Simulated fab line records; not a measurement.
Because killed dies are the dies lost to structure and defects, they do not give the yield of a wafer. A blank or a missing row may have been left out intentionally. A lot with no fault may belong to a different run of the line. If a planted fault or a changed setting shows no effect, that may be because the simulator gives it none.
fab line records    flow sfq_line
record: lots: 6  wafers: 18  last_day: 83
route steps=325 shown M0@32 I0@43 M1@58
lots that met no fault: taken from a fault-free run of the same line
start_h: hours from the record's first day to the start of the lot's first wafer shown    wait_h: how many hours have passed since the lot's step before this one    " same as the row above    L1.1+2: a row that stands for several wafers    - value missing, or start not given    * or withheld: withheld    < > ~ a bound
route shown NAME@n: a module of which the file shows steps, and the number in the route of the first    usual: mean and standard deviation over wafers with no fault    same: alike in all rows    chamber/n: place in a boat    sites: per-site readings    _std_site: their standard deviation    _edge_site: outer sites' mean less inner sites'    radius_mm: for every site, how far away it sits from the centre of the wafer    mask NAME#n: copy n    behind: the last tool/chamber to shape the wafer    hold: why the lot went on hold/how many hours it stayed there/how the hold came to an end    device: which transistor (n, p or np) failed to switch    end of line: the same wafers' tests at the end of the route    for a step that has no rows: nothing shown but its recipe    killed: the dies lost at the first sort to structure and to defects; this is not the yield of the wafer    map: a wafer's dies, marking killed ones x, the rest . and places with no die _
set.NAME: setting as actually run; set.NAME@STEP: the setting as run at that earlier step    model.NAME: the simulator's own value behind a step, which no gauge read
lots at selected steps of the route; one table per step, one row per wafer
services: when a tool's chamber went out of use (start_h, in hours from the record's first day, below 0 if earlier), for how many hours, and the reason
== steps ==
step: SFQ_TRILAYER_M0_LITHO_COAT_026
recipe: resist: BARC  spin_rpm: 3000  resist_thk_nm: 62
step: SFQ_TRILAYER_M0_LITHO_COAT_021
recipe: resist: KrF  spin_rpm: 3000  resist_thk_nm: 600
step: SFQ_TRILAYER_M0_LITHO_SOFTBAKE_025
recipe: temp_c: withheld  time_s: withheld  resist: KrF
step: SFQ_TRILAYER_M0_LITHO_EXPOSE_022
recipe: mask_id: M0  na: 0.6  source_shape: conventional  sigma_outer: 0.65  target_cd_nm: 500  dose_mj: 14.4
step: SFQ_TRILAYER_M0_LITHO_PEB_024
recipe: peb_temp_c: 115  peb_time_s: 60  resist: KrF
step: SFQ_TRILAYER_M0_LITHO_DEVELOP_023
recipe: time_s: 60  resist: KrF
step: SFQ_M0_OVL_MEAS_906
usual: M0_OVL: -1/5.9
lot.wafer  tool        chamber  start_h  wait_h  M0_OVL[nm]
L820.1     overlay-01  -        266.90   0.1     -12
L820.2     "           -        "        "       -4
L820.3     "           -        "        "       -3
L825.2     overlay-02  -        301.71   0.1     -11
L825.4     "           -        "        "       -11
L825.5     "           -        "        "       -9
L833.1     overlay-02  -        369.08   0.1     -5
L833.3     "           -        "        "       1
L833.5     "           -        "        "       -1
L834.1     overlay-01  -        373.19   0.1     2
L834.5     "           -        "        "       2
L834.6     "           -        "        "       7
L836.3     overlay-02  -        394.51   0.1     7
L836.5     "           -        "        "       6
L836.6     "           -        "        "       2
L839.2     overlay-02  -        428.11   0.1     -4
L839.5     "           -        "        "       -4
L839.6     "           -        "        "       0
step: SFQ_TRILAYER_M0_BARC_OPEN_METAL_ETCH_031
recipe: mask_material: PR  chemistry: O2  target_depth_nm: 125  target: BARC  icp_w: 600  bias_w: 80  pressure_mtorr: 10  time_s: 41.7
usual: drypump_motor_current_A: 5.9/0.57  oes_product_au: 0.685/0.0047
same: time_s: 41.7
lot.wafer  tool          chamber  start_h  wait_h  drypump_motor_current_A  oes_product_au  rf_hours_counter_h
L820.1     rie_metal-02  1        266.94   0.0     5.9                      0.681           108
L820.2     "             1        "        "       6.0                      0.686           -
L820.3     "             1        "        "       6.0                      0.680           -
L825.2     rie_metal-04  0        301.74   0.0     6.2                      0.691           127
L825.4     "             1        "        "       5.0                      0.682           -
L825.5     "             0        "        "       6.2                      0.685           -
L833.1     rie_metal-04  0        369.11   0.0     6.2                      0.675           137
L833.3     "             0        "        "       6.2                      0.687           -
L833.5     "             0        "        "       6.1                      0.679           -
L834.1     rie_metal-04  0        373.23   0.0     6.2                      0.689           138
L834.5     "             0        "        "       6.2                      0.685           -
L834.6     "             1        "        "       5.0                      0.685           -
L836.3     rie_metal-04  1        394.56   0.0     5.0                      0.695           -
L836.5     "             0        "        "       6.2                      0.698           -
L836.6     "             1        "        "       5.1                      0.684           -
L839.2     rie_metal-02  1        428.16   0.0     6.0                      0.678           -
L839.5     "             1        "        "       6.0                      0.678           -
L839.6     "             1        "        "       6.0                      0.685           -
step: SFQ_TRILAYER_M0_ETCH_METAL_ETCH_024
recipe: target: Nb  stop_on: SiO2  mask_material: PR  chemistry: Cl2/Ar  target_depth_nm: 240  icp_w: 600  bias_w: 80  pressure_mtorr: 10  time_s: 120
usual: drypump_motor_current_A: 5.9/0.57  oes_product_au: 0.896/0.008
same: time_s: 120
lot.wafer  tool          chamber  start_h  wait_h  drypump_motor_current_A  oes_product_au  rf_hours_counter_h
L820.1     rie_metal-02  1        267.06   0.1     6.0                      0.896           108
L820.2     "             1        "        "       6.0                      0.897           -
L820.3     "             1        "        "       6.0                      0.904           -
L825.2     rie_metal-04  0        301.80   0.0     6.3                      0.909           127
L825.4     "             1        "        "       5.0                      0.902           -
L825.5     "             0        "        "       6.2                      0.896           -
L833.1     rie_metal-04  0        369.17   0.0     6.2                      0.887           137
L833.3     "             0        "        "       6.2                      0.891           -
L833.5     "             0        "        "       6.2                      0.875           -
L834.1     rie_metal-04  0        373.31   0.1     6.2                      0.889           138
L834.5     "             0        "        "       6.2                      0.900           -
L834.6     "             1        "        "       5.0                      0.911           -
L836.3     rie_metal-04  1        394.64   0.1     5.1                      0.900           -
L836.5     "             0        "        "       6.3                      0.906           -
L836.6     "             1        "        "       5.1                      0.905           -
L839.2     rie_metal-02  1        428.30   0.1     6.0                      0.889           -
L839.5     "             1        "        "       6.0                      0.893           -
L839.6     "             1        "        "       6.0                      0.884           -
step: SFQ_TRILAYER_M0_STRIP_STRIP_025
recipe: gas: O2  power_w: 200  platen_temp_c: 40  overash_fraction: 0.65  chemistry: O2  pressure_mtorr: 50
usual: drypump_motor_current_A: 5.9/0.58  oes_product_au: 0.997/0.0082
lot.wafer  tool          chamber  start_h  wait_h  drypump_motor_current_A  oes_product_au  rf_hours_counter_h
L820.1     rie_metal-02  1        267.31   0.2     6.0                      1.001           108
L820.2     "             1        "        "       6.0                      0.999           -
L820.3     "             1        "        "       6.0                      0.994           -
L825.2     rie_metal-04  0        301.92   0.1     6.2                      1.003           127
L825.4     "             1        "        "       5.0                      1.001           -
L825.5     "             0        "        "       6.2                      0.999           -
L833.1     rie_metal-04  0        369.30   0.1     6.2                      1.016           138
L833.3     "             0        "        "       6.2                      1.006           -
L833.5     "             0        "        "       6.2                      1.007           -
L834.1     rie_metal-04  0        373.47   0.1     6.2                      1.005           138
L834.5     "             0        "        "       6.2                      0.994           -
L834.6     "             1        "        "       5.0                      1.012           -
L836.3     rie_metal-04  1        394.92   0.2     5.0                      1.004           -
L836.5     "             0        "        "       6.2                      1.008           -
L836.6     "             1        "        "       5.0                      0.999           -
L839.2     rie_metal-02  1        428.71   0.4     6.0                      0.982           -
L839.5     "             1        "        "       6.0                      0.993           -
L839.6     "             1        "        "       6.0                      0.987           -
step: SFQ_TRILAYER_M0_STRIP_SOLV_CLEAN_026
recipe: chemistry: NMP  temp_c: 70  time_s: 600
step: SFQ_TRILAYER_I0_DEP_PECVD_027
recipe: material: SiO2  temp_c: 150  time_s: 111.11  pressure_torr: 2.4  rf_w: 183.3  precursor: SiH4/N2O  target_thk_nm: 500
usual: heater_power_w: 85/18  showerhead_vpp_V: 838/32  throttle_valve_pct: 24.4/0.79
same: time_s: 111.11
lot.wafer  tool      chamber  start_h  wait_h  heater_power_w  showerhead_vpp_V  throttle_valve_pct
L820.1     pecvd-04  1        268.68   0.0     133             844               23.8
L820.2     "         0        "        "       57              887               24.2
L820.3     "         2        "        "       111             798               23.7
L825.2     pecvd-02  1        302.70   0.0     93              820               25.4
L825.4     "         0        "        "       76              878               24.9
L825.5     "         1        "        "       95              822               25.5
L833.1     pecvd-02  0        370.07   0.0     87              872               25.0
L833.3     "         2        "        "       82              822               23.8
L833.5     "         0        "        "       88              881               25.0
L834.1     pecvd-03  0        374.25   0.0     56              844               23.1
L834.5     "         0        "        "       60              818               23.1
L834.6     "         2        "        "       77              805               25.8
L836.3     pecvd-03  1        395.50   0.0     88              785               24.1
L836.5     "         0        "        "       61              832               22.7
L836.6     "         1        "        "       73              784               24.4
L839.2     pecvd-04  2        429.88   0.0     101             808               23.8
L839.5     "         2        "        "       103             815               24.1
L839.6     "         0        "        "       46              884               24.7
step: SFQ_TRILAYER_I0_CMP_CMP_028
recipe: material: SiO2  down_force_psi: 3  platen_rpm: 60  pad_velocity_m_s: 0.94248
usual: motor_current_A: 9.9/0.89  time_to_endpoint_s: 217/8.3
lot.wafer  tool    chamber  start_h  wait_h  motor_current_A  time_to_endpoint_s  model.SiO2_of_TRILAYER_I0_DEP_PECVD_027.thk_nm
L820.1     cmp-02  2        274.34   5.6     10.2             205                 199.1
L820.2     "       3        "        "       9.6              223                 200.2
L820.3     "       0        "        "       9.6              208                 198.9
L825.4     cmp-01  2        319.08   16.3    9.0              209                 198.7
L825.2     "       3        "        "       9.6              206                 200.2
L825.5     "       1        320.58   17.8    12.0             209                 199.4
L833.3     cmp-02  0        371.15   1.0     9.4              210                 200.1
L833.1     "       1        "        "       9.1              233                 188.3
L833.5     "       3        372.65   2.5     9.9              244                 186.5
L834.1     cmp-02  3        375.33   1.0     10.1             236                 186.3
L834.6     "       1        376.33   2.0     9.0              232                 201.5
L834.5     "       2        "        "       9.6              228                 184.7
L836.3     cmp-01  3        396.58   1.0     10.4             219                 200
L836.5     "       1        397.58   2.0     12.2             223                 199.2
L836.6     "       2        "        "       9.6              214                 199.1
L839.2     cmp-01  1        431.46   1.5     11.5             205                 198.7
L839.5     "       2        "        "       9.1              218                 199.6
L839.6     "       3        "        "       10.0             228                 200
step: SFQ_I0_BOW_MEAS_907
recipe: mode: bow
usual: I0_BOW: 3/6.3
lot.wafer  tool           chamber  start_h  wait_h  I0_BOW[um]
L820.1     film_metro-02  -        276.84   2.0     -6
L820.2     "              -        "        "       5
L820.3     "              -        "        "       -8
L825.2     film_metro-02  -        321.60   1.5     -3
L825.4     "              -        "        "       1
L825.5     "              -        "        "       1
L833.1     film_metro-02  -        373.15   1.0     -4
L833.3     "              -        "        "       -7
L833.5     "              -        "        "       -2
L834.1     film_metro-03  -        377.33   1.5     -7
L834.5     "              -        "        "       4
L834.6     "              -        "        "       1
L836.3     film_metro-03  -        398.62   1.5     6
L836.5     "              -        "        "       2
L836.6     "              -        "        "       3
L839.2     film_metro-02  -        432.98   1.0     1
L839.5     "              -        "        "       -1
L839.6     "              -        "        "       5
step: SFQ_TRILAYER_I0_METRO_MEASURE_029
usual: thk_nm: 200.0/1.3
lot.wafer  tool           chamber  start_h  wait_h  thk_nm
L820.1     film_metro-02  -        276.96   0.1     199.1
L820.2     "              -        "        "       200.2
L820.3     "              -        "        "       198.9
L825.2     film_metro-02  -        321.90   0.3     200.1
L825.4     "              -        "        "       198.4
L825.5     "              -        "        "       199.7
L833.1     film_metro-02  -        373.27   0.1     188.3
L833.3     "              -        "        "       200.0
L833.5     "              -        "        "       186.5
L834.1     film_metro-03  -        377.45   0.1     186.3
L834.5     "              -        "        "       184.6
L834.6     "              -        "        "       201.7
L836.3     film_metro-03  -        399.10   0.5     200.0
L836.5     "              -        "        "       199.1
L836.6     "              -        "        "       199.0
L839.2     film_metro-02  -        433.28   0.3     198.8
L839.5     "              -        "        "       199.6
L839.6     "              -        "        "       200.0
step: SFQ_TRILAYER_I0_VIA_LITHO_COAT_036
recipe: resist: BARC  spin_rpm: 3000  resist_thk_nm: 62
step: SFQ_TRILAYER_I0_VIA_LITHO_COAT_031
recipe: resist: KrF  spin_rpm: 3000  resist_thk_nm: 650
step: SFQ_TRILAYER_I0_VIA_LITHO_SOFTBAKE_035
recipe: temp_c: withheld  time_s: withheld  resist: KrF
step: SFQ_TRILAYER_I0_VIA_LITHO_EXPOSE_032
recipe: mask_id: I0  na: 0.6  source_shape: conventional  sigma_outer: 0.65  target_cd_nm: 500  dose_mj: 21.3
step: SFQ_TRILAYER_I0_VIA_LITHO_PEB_034
recipe: peb_temp_c: 115  peb_time_s: 60  resist: KrF
step: SFQ_TRILAYER_I0_VIA_LITHO_DEVELOP_033
recipe: time_s: 60  resist: KrF
step: SFQ_I0_OVL_MEAS_908
usual: I0_OVL: -3/4.9
lot.wafer  tool        chamber  start_h  wait_h  I0_OVL[nm]
L820.1     overlay-02  -        398.10   0.1     -5
L820.2     "           -        "        "       -4
L820.3     "           -        "        "       -1
L825.2     overlay-02  -        457.03   0.1     -6
L825.4     "           -        "        "       -2
L825.5     "           -        "        "       -2
L833.1     overlay-01  -        523.08   0.1     8
L833.3     "           -        "        "       2
L833.5     "           -        "        "       0
L834.1     overlay-02  -        526.68   0.1     -8
L834.5     "           -        "        "       -9
L834.6     "           -        "        "       -2
L836.3     overlay-02  -        541.09   0.1     7
L836.5     "           -        "        "       6
L836.6     "           -        "        "       2
L839.2     overlay-02  -        575.88   0.1     -10
L839.5     "           -        "        "       -10
L839.6     "           -        "        "       -12
step: SFQ_TRILAYER_I0_VIA_BARC_OPEN_VIA_ETCH_046
recipe: mask_material: PR  chemistry: O2  target_depth_nm: 125  target: BARC  source_w: 500  bias_w: 80  pressure_mtorr: 30  time_s: 41.7
step: SFQ_TRILAYER_I0_VIA_ETCH_VIA_ETCH_034
recipe: target: SiO2  stop_on: Nb  mask_material: PR  taper_deg: 20  chemistry: CHF3  target_depth_nm: 260  source_w: 500  bias_w: 80  pressure_mtorr: 30  time_s: withheld
usual: drypump_motor_current_A: 5.6/0.43  oes_product_au: 0.855/0.0055
lot.wafer  tool         chamber  start_h  wait_h  drypump_motor_current_A  oes_product_au  model.etch.depth_nm  model.I0.feature_depth_nm
L820.1     rie_diel-03  3        398.18   0.0     6.2                      0.853           199.1                199.1
L820.2     "            1        "        "       5.6                      0.857           200.2                200.2
L820.3     "            0        "        "       5.2                      0.853           198.9                198.9
L825.2     rie_diel-02  3        457.10   0.0     6.1                      0.856           200.2                200.2
L825.4     "            1        "        "       5.7                      0.846           198.7                198.7
L825.5     "            1        "        "       5.7                      0.857           199.4                199.4
L833.1     rie_diel-03  0        523.15   0.0     5.2                      0.825           188.3                188.3
L833.3     "            3        "        "       6.2                      0.862           200.1                200.1
L833.5     "            1        "        "       5.6                      0.828           186.5                186.5
L834.1     rie_diel-01  1        526.75   0.0     5.4                      0.821           186.3                186.3
L834.5     "            0        "        "       5.5                      0.812           184.7                184.7
L834.6     "            1        "        "       5.4                      0.850           201.5                201.5
L836.3     rie_diel-02  2        541.15   0.0     5.2                      0.858           200                  200
L836.5     "            2        "        "       5.2                      0.852           199.2                199.2
L836.6     "            1        "        "       5.7                      0.854           199.1                199.1
L839.2     rie_diel-03  0        575.95   0.0     5.2                      0.853           198.7                198.7
L839.5     "            3        "        "       6.2                      0.851           199.6                199.6
L839.6     "            0        "        "       5.2                      0.852           200                  200
step: SFQ_TRILAYER_I0_VIA_STRIP_STRIP_035
recipe: gas: O2  power_w: 200  platen_temp_c: 40  overash_fraction: 0.65  chemistry: O2  pressure_mtorr: 50
step: SFQ_TRILAYER_I0_VIA_STRIP_SOLV_CLEAN_036
recipe: chemistry: NMP  temp_c: 70  time_s: 600
step: SFQ_TRILAYER_M1_DEP_PRE_CLEAN_038
recipe: gas: Ar  time_s: 22.5  bias_v: 250
same: time_s: 22.5
lot.wafer  tool            chamber  start_h  wait_h  model.SiO2_of_TRILAYER_I0_DEP_PECVD_027.thk_nm
L820.1     pvd_sputter-04  -        399.07   0.0     191.6
L820.2     "               -        "        "       192.7
L820.3     "               -        "        "       191.4
L825.2     pvd_sputter-04  -        458.01   0.0     192.7
L825.4     "               -        "        "       191.2
L825.5     "               -        "        "       191.9
L833.1     pvd_sputter-04  -        524.24   0.0     180.8
L833.3     "               -        "        "       192.6
L833.5     "               -        "        "       179
L834.1     pvd_sputter-05  -        527.64   0.0     178.8
L834.5     "               -        "        "       177.2
L834.6     "               -        "        "       194
L836.3     pvd_sputter-06  -        542.22   0.0     192.5
L836.5     "               -        "        "       191.7
L836.6     "               -        "        "       191.6
L839.2     pvd_sputter-04  -        576.84   0.0     191.2
L839.5     "               -        "        "       192.1
L839.6     "               -        "        "       192.5
step: SFQ_TRILAYER_M1_DEP_SPUTTER_037
recipe: material: Nb  base_pressure_pa: 1.33e-06  chamber_pressure_pa: 0.1333  substrate_temp_c: 20  resputter_cathode_voltage_v: 400  target_thk_nm: 200  power_w: 2000  time_s: 133.3
usual: throttle_valve_pct: 29.7/1.2
same: time_s: 133.3
lot.wafer  tool            chamber  start_h  wait_h  throttle_valve_pct
L820.1     pvd_sputter-04  -        399.10   0.0     29.3
L820.2     "               -        "        "       29.7
L820.3     "               -        "        "       31.6
L825.2     pvd_sputter-04  -        458.04   0.0     29.7
L825.4     "               -        "        "       29.0
L825.5     "               -        "        "       30.9
L833.1     pvd_sputter-04  -        524.27   0.0     31.5
L833.3     "               -        "        "       29.6
L833.5     "               -        "        "       29.4
L834.1     pvd_sputter-05  -        527.67   0.0     31.2
L834.5     "               -        "        "       28.9
L834.6     "               -        "        "       30.2
L836.3     pvd_sputter-06  -        542.25   0.0     27.7
L836.5     "               -        "        "       28.2
L836.6     "               -        "        "       29.0
L839.2     pvd_sputter-04  -        576.87   0.0     31.6
L839.5     "               -        "        "       29.7
L839.6     "               -        "        "       30.7
== services ==
tool            chamber  start_h  hours  kind
cmp-01          -        243.08   0.8    repair
rie_diel-03     -        253.61   2.8    pm
cmp-01          -        260.66   0.6    repair
pvd_sputter-04  -        261.08   1.4    repair
cmp-02          -        265.05   0.3    repair
rie_diel-03     -        265.67   1.1    repair
rie_metal-04    -        275.47   2.8    pm
film_metro-02   -        287.08   1.1    pm
cmp-02          -        309.84   11.2   pm
film_metro-02   -        320.32   0.6    pm
cmp-01          -        323.90   0.8    repair
film_metro-02   -        324.32   1.1    pm
rie_metal-02    -        359.72   14.6   pm
rie_diel-03     -        379.60   0.2    repair
cmp-01          -        405.79   10.0   repair
rie_metal-02    0        406.78   27.8   repair
cmp-02          -        409.36   4.0    pm
cmp-02          -        416.36   6.2    pm
cmp-01          -        441.60   0.6    repair
film_metro-02   -        520.36   0.4    pm
film_metro-02   -        532.20   1.0    pm
rie_metal-02    -        532.75   2.2    repair
film_metro-02   -        565.32   0.9    pm
film_metro-02   -        569.32   0.9    pm
== key ==
first_sign: step: SFQ_TRILAYER_I0_CMP_CMP_028  reading: time_to_endpoint_s  direction: up  sigmas: 2.2  usual: *  struck: *
effect: step: SFQ_TRILAYER_I0_METRO_MEASURE_029  reading: thk_nm  direction: down  sigmas: 11  usual: 200.0  struck: 186.4
effect: step: SFQ_TRILAYER_I0_VIA_ETCH_VIA_ETCH_034  reading: oes_product_au  direction: down  sigmas: 6.1  usual: 0.855  struck: 0.821
model_effect: step: SFQ_TRILAYER_I0_CMP_CMP_028  value: SiO2_of_TRILAYER_I0_DEP_PECVD_027.thk_nm  without: 201.5  struck: 186.5
model_effect: step: SFQ_TRILAYER_I0_VIA_ETCH_VIA_ETCH_034  value: etch.depth_nm  without: 201.5  struck: 186.5
model_effect: step: SFQ_TRILAYER_M1_DEP_PRE_CLEAN_038  value: SiO2_of_TRILAYER_I0_DEP_PECVD_027.thk_nm  without: 194  struck: 179
met_at SFQ_TRILAYER_I0_CMP_CMP_028
struck_wafers L833.1,L833.5,L834.1,L834.5
onset_between 274.34 371.15
fault: kind: process_parameter_drift  tool: cmp-02  chamber: -  onset_h: 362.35  steps: SFQ_TRILAYER_I0_CMP_CMP_028  channel: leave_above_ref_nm  offset: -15  shape: step  end_h: 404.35  scope: struck_wafers_only  acts_in: these_recipes_only  stated: 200
